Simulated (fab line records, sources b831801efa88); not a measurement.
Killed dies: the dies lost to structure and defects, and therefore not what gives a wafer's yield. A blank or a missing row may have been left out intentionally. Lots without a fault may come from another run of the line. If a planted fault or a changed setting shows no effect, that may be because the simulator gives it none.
Code-filled problem report in 8D (eight disciplines) form -- flow gf180mcu -- the parts of the form that need people (team, actions taken, sign-off) are left out

## 1. PROBLEM STATEMENT
cd nm at GF_M1_CD_MEAS_14 reads a mean of 134.1 nm on 5 wafers of 3 lots; wafers without a fault read 229.6 nm with a standard deviation of 1.1. Relative to the usual mean, that is a shift of -87 standard deviations.
The step: target cd 230 nm.
The first sign was on wafer L706.2 at day 23 00:02, on cd sem-02. Wafers with a number at this step in the record: 45, from 15 lots. By rule, "out" or "out of limits" means more than 4 standard deviations away from the usual mean. The rest of the wafers with a number are treated as sound.

## 2. WHAT IT IS, WHAT IT ISN'T
question,is,is not
which readings at this step,cd nm,-
which lots,"L706, L707, L708","L691, L692, L693, L695, L696, L697, L698, L699, L701, L702, L703, L712"
which wafers of those lots,"L706.2, L706.4, L707.4, L708.2, L708.6","L706.3, L707.1, L707.3, L708.5"
read on which gauges,"cd sem-01, cd sem-02",-
when,from day 23 00:02,"up to then (34 sound wafers); but 6 sound wafers of L707, L708, L712 came after"

## 3. SUSPECTS, AND WHAT RULES EACH OUT
Counting: any tool at a process step up to the reading remains a suspect provided it ran every lot that is out. Sound lots after the first of them don't rule it out here, since some wafers of a struck lot are sound.
- the gauge at GF_M1_CD_MEAS_14 is ruled out. Those wafers that are out were read across 2 gauges (cd sem-01, cd sem-02).
- krf scanner-02 at GF_M1_EXPOSE_11 (exposes mask Metal1, target cd 230 nm): kept. Ran every lot that is out, first one L706 (day 22 12:53); last sound lot up to then L702 (day 20 21:36).
The count leaves krf scanner-02 at GF_M1_EXPOSE_11.

## 4. THE CAUSE (what the simulator had put in)
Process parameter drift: krf scanner-02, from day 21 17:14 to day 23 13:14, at GF_M1_EXPOSE_11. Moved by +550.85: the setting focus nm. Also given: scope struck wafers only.
Counting left only this tool.

## 5. SEQUENCE OF EFFECTS, ordered by route
One row per reading whose mean, taken over the struck wafers that have a number, lies over 3 standard deviations from the usual. Only readings whose record carries a usual standard deviation are examined. hours: median over the lots of the time between each lot's start at the first step of this table that gives one and its start at this step. sigmas: the change, counted in usual standard deviations.
hours,step,reading,usual,on struck wafers,change,sigmas
0,GF_M1_CD_MEAS_14,cd nm,229.6 nm,134.1,-95.5,-87

## 6. WHAT WOULD HAVE CAUGHT IT SOONER
The first out-of-limits reading at a measuring or inspecting step in this record came at day 23 00:02, 31 hours after the fault's start at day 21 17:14.
Of the lots that are out (3), L708 began GF_M1_EXPOSE_11 on krf scanner-02 after day 23 00:02. Putting the tool on hold at that point would have spared it.
